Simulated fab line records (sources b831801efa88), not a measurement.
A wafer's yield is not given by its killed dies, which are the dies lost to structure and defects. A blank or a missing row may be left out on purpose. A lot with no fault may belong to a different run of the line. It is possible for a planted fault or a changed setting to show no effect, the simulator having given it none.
Which of the tools did it? -- flow sky130 -- 39 wafers from 13 lots sampled at 3 of the route's 708 steps

## WHAT THE GAUGES SHOWED, per wafer
SKY_METAL1_CD_MEAS_15: the cd target is 140 nm. Usual: 139.6 nm for cdNm, sd 1.5.
lot,measured,on,cdNm (nm),flag
L536,day 33 22:33,cdSem-02,139.0 137.6 138.7,
L537,day 34 03:36,cdSem-01,136.9 137.8 137.9,
L538,day 34 03:57,cdSem-02,137.9 137.7 139.8,
L539,day 34 13:03,cdSem-01,140.1 142.9 141.8,
L540,day 34 11:29,cdSem-01,140.3 138.8 139.1,
L541,day 34 13:26,cdSem-02,138.1 139.0 139.9,
L542,day 34 20:05,cdSem-01,141.0 139.2 139.8,
L543,day 35 13:09,cdSem-02,139.4 136.7 138.9,
L544,day 35 16:06,cdSem-02,141.9 141.0 140.9,
L545,day 35 19:01,cdSem-01,142.6 141.9 140.6,
L546,day 35 23:30,cdSem-02,140.8 141.5 140.6,
L551,day 37 18:20,cdSem-01,140.7 140.4 139.7,
L553,day 38 03:47,cdSem-01,140.7 139.6 140.6,

## EACH LOT AND THE TOOL THAT RAN IT (in order: tool; ch and the chambers of the sampled wafers; start)
lot,SKY_SONOS_TUNNEL_WET_ETCH_10,SKY_METAL1_SPUTTER_02
L536,"wetBench-01 ch 1, day 12 00:10","pvdSputter-03, day 32 20:35"
L537,"wetBench-01 ch 3, day 12 10:22","pvdSputter-02, day 33 00:58"
L538,"wetBench-01 ch 1, day 12 12:10","pvdSputter-03, day 33 01:17"
L539,"wetBench-01 ch 0, day 12 16:43","pvdSputter-02, day 33 09:28"
L540,"wetBench-01 ch 0, day 12 19:13","pvdSputter-04, day 33 09:13"
L541,"wetBench-04 ch 3, day 13 04:06","pvdSputter-03, day 33 09:53"
L542,"wetBench-01 ch 1, day 13 09:28","pvdSputter-03, day 33 18:02"
L543,"wetBench-01 ch 2, day 14 00:00","pvdSputter-04, day 34 10:16"
L544,"wetBench-02 ch 3, day 14 03:46","pvdSputter-04, day 34 14:13"
L545,"wetBench-01 ch 2, day 14 09:01","pvdSputter-04, day 34 16:48"
L546,"wetBench-02 ch 2, day 14 13:55","pvdSputter-03, day 34 21:09"
L551,"wetBench-01 ch 3, day 16 05:22","pvdSputter-04, day 36 16:22"
L553,"wetBench-01 ch 1, day 16 18:28","pvdSputter-02, day 37 03:04"
- SKY_SONOS_TUNNEL_WET_ETCH_10: etches SiO2 in dHF, target depth 14 nm, time 280 s.
- SKY_METAL1_SPUTTER_02: material AlCu, target thk 250 nm, time 13.3 s.

## WHAT THE TOOLS THEMSELVES READ (means of the sampled wafers that have a number; where no wafer has one, the mark that the record gives instead)
SKY_SONOS_TUNNEL_WET_ETCH_10. Usual: 25.01 C for tempC, sd 0.1.
lot,tool,tempC (C),flag
L536,wetBench-01,25.05,
L537,wetBench-01,24.93,
L538,wetBench-01,24.93,
L539,wetBench-01,25.08,
L540,wetBench-01,24.99,
L541,wetBench-04,25.04,
L542,wetBench-01,25.10,
L543,wetBench-01,25.03,
L544,wetBench-02,25.04,
L545,wetBench-01,24.96,
L546,wetBench-02,25.05,
L551,wetBench-01,24.90,
L553,wetBench-01,24.92,

SKY_METAL1_SPUTTER_02. Usual: 30.1 % for throttleValvePct, sd 1.3.
lot,tool,throttleValvePct (%),flag
L536,pvdSputter-03,29.1,
L537,pvdSputter-02,30.0,
L538,pvdSputter-03,29.1,
L539,pvdSputter-02,29.3,
L540,pvdSputter-04,31.6,
L541,pvdSputter-03,29.2,
L542,pvdSputter-03,29.7,
L543,pvdSputter-04,29.9,
L544,pvdSputter-04,31.2,
L545,pvdSputter-04,29.9,
L546,pvdSputter-03,30.6,
L551,pvdSputter-04,31.3,
L553,pvdSputter-02,30.7,

## THE ANSWER, worked out from the rows above alone
Rule: a lot counts as off when the mean over its wafers that have a number is more than 3 standard deviations away from the usual mean. Also off: a lot with no number at a reading for which 4 or more lots have one. Where the step has rows for the other lots, those lots are counted as sound. After the gauges, taken in route order, come the tools' own readings; for these a lot's mean is taken, as printed above. The first step at which some lot is off is used, and at that step the reading that is off furthest; a lot without a number counts as furthest.
Nothing can be told from this: no lot is off at any reading shown.

## WHAT THE SIMULATOR HAD INSERTED
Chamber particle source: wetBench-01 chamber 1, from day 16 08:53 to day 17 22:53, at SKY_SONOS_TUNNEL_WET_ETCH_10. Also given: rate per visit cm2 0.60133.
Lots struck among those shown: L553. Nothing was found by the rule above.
